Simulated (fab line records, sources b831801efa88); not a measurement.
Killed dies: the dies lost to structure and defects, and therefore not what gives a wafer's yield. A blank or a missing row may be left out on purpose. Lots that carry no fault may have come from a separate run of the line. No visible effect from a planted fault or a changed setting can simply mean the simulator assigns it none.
Problem report in the 8D (eight disciplines) form, filled by code + flow sky130 + the parts of the form that need people (team, actions taken, sign-off) are left out

1. PROBLEM STATEMENT
VT_ADJUST_HVTP_TW at SKY_VT_ADJUST_HVTP_TW_MEAS_11 reads a mean of 1192 on 6 wafers of 2 lots; wafers without a fault read 1351 with a standard deviation of 14. Measured from the usual mean, that is -11 standard deviations.
The first sign was on wafer L382.1 at day 6 21:38, on film-metro-01. Wafers with a number at this step in the record: 36, from 12 lots. By rule, "out" or "out of limits" means more than 4 standard deviations away from the usual mean. The other wafers with a number count as sound.

2. WHAT IT IS; WHAT IT IS NOT
| question                    | is                     | is not                                                                                                        |
|-----------------------------|------------------------|---------------------------------------------------------------------------------------------------------------|
| which readings at this step | VT_ADJUST_HVTP_TW      | -                                                                                                             |
| which lots                  | L382, L385             | L379, L380, L384, L394, L395, L396, L397, L400, L401, L402                                                    |
| which wafers of those lots  | all that have a number | -                                                                                                             |
| read on which gauges        | film-metro-01          | film-metro-03, film-metro-04                                                                                  |
| when                        | from day 6 21:38       | up to then (6 sound wafers); but 24 sound wafers of L384, L394, L395, L396, L397, L400, L401, L402 came after |

3. WHAT RULES OUT EACH SUSPECT
Counting: any tool at a process step up to the reading is kept as a suspect provided that every lot that is out went through it and no sound lot did after the first of them.
- the gauge at SKY_VT_ADJUST_HVTP_TW_MEAS_11: kept. All the wafers that are out were read on film-metro-01, and no step on other tools shows them out.
- implanter-01 at SKY_VT_ADJUST_HVTP_IMPLANT_09: ruled out as a lasting fault. Sound lots L397, L401 ran on it after its first lot that is out, L382 (day 6 21:23).
Remaining after the count: film-metro-01 at SKY_VT_ADJUST_HVTP_TW_MEAS_11.

4. THE CAUSE (what the simulator had put in)
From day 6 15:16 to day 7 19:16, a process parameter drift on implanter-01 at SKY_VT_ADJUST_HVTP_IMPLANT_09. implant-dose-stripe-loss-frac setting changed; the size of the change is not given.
It was ruled out by counting, in error; the rule expects a fault to strike all lots run on its tool from its start on, and this fault did not.

5. SEQUENCE OF EFFECTS, ordered by route
Each row: a reading where the mean over the struck wafers with a number is more than 3 standard deviations away from the usual. Only readings for which the record gives a usual standard deviation are gone through. hours: the time from each lot's start at the first step in this table that gives one to its start at this step, as a median over the lots. sigmas: the change in usual standard deviations.
| hours | step                          | reading           | usual | on struck wafers | change | sigmas |
|-------|-------------------------------|-------------------|-------|------------------|--------|--------|
| 0     | SKY_VT_ADJUST_HVTP_TW_MEAS_11 | VT_ADJUST_HVTP_TW | 1351  | 1192             | -159   | -11    |
At these later measuring or inspecting steps, every struck wafer for which the step has a row has a number for every such reading, and none has moved that far: SKY_VT_ADJUST_LVTN_OVL_MEAS_18.

6. WHAT WOULD HAVE CAUGHT IT SOONER
The first out-of-limits reading at a measuring or inspecting step in this record came at day 6 21:38, 6 hours after the fault's start at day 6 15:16.
Of the tool readings at SKY_VT_ADJUST_HVTP_IMPLANT_09 for which the record gives a usual standard deviation, none was out on any struck wafer, so an alarm limit of 4 standard deviations on them would not have fired.
